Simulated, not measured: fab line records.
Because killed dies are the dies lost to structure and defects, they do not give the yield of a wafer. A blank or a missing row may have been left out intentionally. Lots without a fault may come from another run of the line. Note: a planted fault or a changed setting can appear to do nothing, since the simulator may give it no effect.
What tool caused it? || flow sky130 || 11 lots, 33 wafers sampled, at 5 steps of a route of 708

## WHAT EACH GAUGE READ, for each wafer
SKY_CONTACT_RS_MEAS_25: the measuring method here is four-point-probe.
{"lot": "L911", "measured": "day 31 09:42", "on": "film metro-02", "CONTACT_W_RS (ohm/sq)": "0.335 0.334 0.338"}
{"lot": "L913", "measured": "day 32 03:43", "on": "film metro-01", "CONTACT_W_RS (ohm/sq)": "0.337 0.336 0.336"}
{"lot": "L918", "measured": "day 34 05:17", "on": "film metro-02", "CONTACT_W_RS (ohm/sq)": "0.338 0.408 0.337"}
{"lot": "L919", "measured": "day 34 10:50", "on": "film metro-03", "CONTACT_W_RS (ohm/sq)": "0.336 0.336 0.405"}
{"lot": "L920", "measured": "day 34 20:08", "on": "film metro-03", "CONTACT_W_RS (ohm/sq)": "0.407 0.331 0.409"}
{"lot": "L922", "measured": "day 35 06:32", "on": "film metro-03", "CONTACT_W_RS (ohm/sq)": "0.414 0.339 0.415"}
{"lot": "L925", "measured": "day 36 08:29", "on": "film metro-02", "CONTACT_W_RS (ohm/sq)": "0.336 0.334 0.341"}
{"lot": "L928", "measured": "day 37 05:01", "on": "film metro-02", "CONTACT_W_RS (ohm/sq)": "0.340 0.330 0.329"}
{"lot": "L932", "measured": "day 38 11:56", "on": "film metro-01", "CONTACT_W_RS (ohm/sq)": "0.338 0.338 0.337"}
{"lot": "L933", "measured": "day 38 14:23", "on": "film metro-02", "CONTACT_W_RS (ohm/sq)": "0.338 0.333 0.333"}
{"lot": "L934", "measured": "day 38 19:23", "on": "film metro-03", "CONTACT_W_RS (ohm/sq)": "0.335 0.335 0.332"}

## WHICH TOOL RAN EACH LOT (tool, then ch and the chambers of the sampled wafers, then the start)
{"lot": "L911", "SKY_LI_CONTACT_CVD_21": "cvd w-01 ch 0,1, day 28 21:24", "SKY_LOCAL_INTERCONNECT_SPUTTER_00": "pvd sputter-04, day 28 22:01", "SKY_CONTACT_SPUTTER_23": "pvd sputter-02, day 31 09:31", "SKY_CONTACT_CVD_24": "cvd w-02 ch 0,1, day 31 09:34"}
{"lot": "L913", "SKY_LI_CONTACT_CVD_21": "cvd w-01 ch 0,1, day 29 17:09", "SKY_LOCAL_INTERCONNECT_SPUTTER_00": "pvd sputter-01, day 29 17:46", "SKY_CONTACT_SPUTTER_23": "pvd sputter-01, day 32 03:31", "SKY_CONTACT_CVD_24": "cvd w-02 ch 0, day 32 03:35"}
{"lot": "L918", "SKY_LI_CONTACT_CVD_21": "cvd w-02 ch 0,1, day 31 20:28", "SKY_LOCAL_INTERCONNECT_SPUTTER_00": "pvd sputter-03, day 31 21:05", "SKY_CONTACT_SPUTTER_23": "pvd sputter-03, day 34 05:07", "SKY_CONTACT_CVD_24": "cvd w-02 ch 0,1, day 34 05:11"}
{"lot": "L919", "SKY_LI_CONTACT_CVD_21": "cvd w-01 ch 0,1, day 32 01:52", "SKY_LOCAL_INTERCONNECT_SPUTTER_00": "pvd sputter-03, day 32 02:29", "SKY_CONTACT_SPUTTER_23": "pvd sputter-02, day 34 10:39", "SKY_CONTACT_CVD_24": "cvd w-02 ch 0,1, day 34 10:43"}
{"lot": "L920", "SKY_LI_CONTACT_CVD_21": "cvd w-01 ch 0,1, day 32 11:43", "SKY_LOCAL_INTERCONNECT_SPUTTER_00": "pvd sputter-01, day 32 12:17", "SKY_CONTACT_SPUTTER_23": "pvd sputter-02, day 34 19:55", "SKY_CONTACT_CVD_24": "cvd w-02 ch 0,1, day 34 20:01"}
{"lot": "L922", "SKY_LI_CONTACT_CVD_21": "cvd w-02 ch 0,1, day 32 21:45", "SKY_LOCAL_INTERCONNECT_SPUTTER_00": "pvd sputter-04, day 32 22:22", "SKY_CONTACT_SPUTTER_23": "pvd sputter-03, day 35 06:21", "SKY_CONTACT_CVD_24": "cvd w-02 ch 0,1, day 35 06:25"}
{"lot": "L925", "SKY_LI_CONTACT_CVD_21": "cvd w-02 ch 0,1, day 34 00:47", "SKY_LOCAL_INTERCONNECT_SPUTTER_00": "pvd sputter-03, day 34 01:23", "SKY_CONTACT_SPUTTER_23": "pvd sputter-03, day 36 08:19", "SKY_CONTACT_CVD_24": "cvd w-01 ch 0,1, day 36 08:22"}
{"lot": "L928", "SKY_LI_CONTACT_CVD_21": "cvd w-01 ch 0,1, day 34 21:17", "SKY_LOCAL_INTERCONNECT_SPUTTER_00": "pvd sputter-01, day 34 21:53", "SKY_CONTACT_SPUTTER_23": "pvd sputter-03, day 37 04:49", "SKY_CONTACT_CVD_24": "cvd w-01 ch 0,1, day 37 04:53"}
{"lot": "L932", "SKY_LI_CONTACT_CVD_21": "cvd w-02 ch 0, day 36 04:25", "SKY_LOCAL_INTERCONNECT_SPUTTER_00": "pvd sputter-04, day 36 05:01", "SKY_CONTACT_SPUTTER_23": "pvd sputter-01, day 38 11:46", "SKY_CONTACT_CVD_24": "cvd w-02 ch 0,1, day 38 11:50"}
{"lot": "L933", "SKY_LI_CONTACT_CVD_21": "cvd w-02 ch 0,1, day 36 07:24", "SKY_LOCAL_INTERCONNECT_SPUTTER_00": "pvd sputter-01, day 36 08:01", "SKY_CONTACT_SPUTTER_23": "pvd sputter-03, day 38 14:13", "SKY_CONTACT_CVD_24": "cvd w-02 ch 0,1, day 38 14:17"}
{"lot": "L934", "SKY_LI_CONTACT_CVD_21": "cvd w-02 ch 0,1, day 36 12:08", "SKY_LOCAL_INTERCONNECT_SPUTTER_00": "pvd sputter-04, day 36 12:44", "SKY_CONTACT_SPUTTER_23": "pvd sputter-02, day 38 19:11", "SKY_CONTACT_CVD_24": "cvd w-02 ch 1, day 38 19:15"}
- SKY_LI_CONTACT_CVD_21: deposits W, target thk 400 nm, time 120.56 s.
- SKY_LOCAL_INTERCONNECT_SPUTTER_00: material TiN, target thk 100 nm, time 79.57 s.
- SKY_CONTACT_SPUTTER_23: material TiN, target thk 20 nm, time 80 s.
- SKY_CONTACT_CVD_24: deposits W, target thk 340 nm, time 102.12 s.

## THE ANSWER, worked out from the rows above alone
Rule: what is usual is taken from the lots themselves. Put in order of their means at a reading, lots are off if they are a third of the lots or fewer, leave a main group of 4 or more, and stand apart from it by a gap of 3 or more times the standard deviation of the main group's means; of several such gaps the widest counts. Not used: any main group whose means are identical at the precision the tables above print for the reading. Also off: a lot with no number at a reading for which 4 or more lots have one. Any other lot the step has rows for is counted as sound.
None of the lots is off at any reading shown; this tells nothing.

## WHAT WAS PUT IN BY THE SIMULATOR
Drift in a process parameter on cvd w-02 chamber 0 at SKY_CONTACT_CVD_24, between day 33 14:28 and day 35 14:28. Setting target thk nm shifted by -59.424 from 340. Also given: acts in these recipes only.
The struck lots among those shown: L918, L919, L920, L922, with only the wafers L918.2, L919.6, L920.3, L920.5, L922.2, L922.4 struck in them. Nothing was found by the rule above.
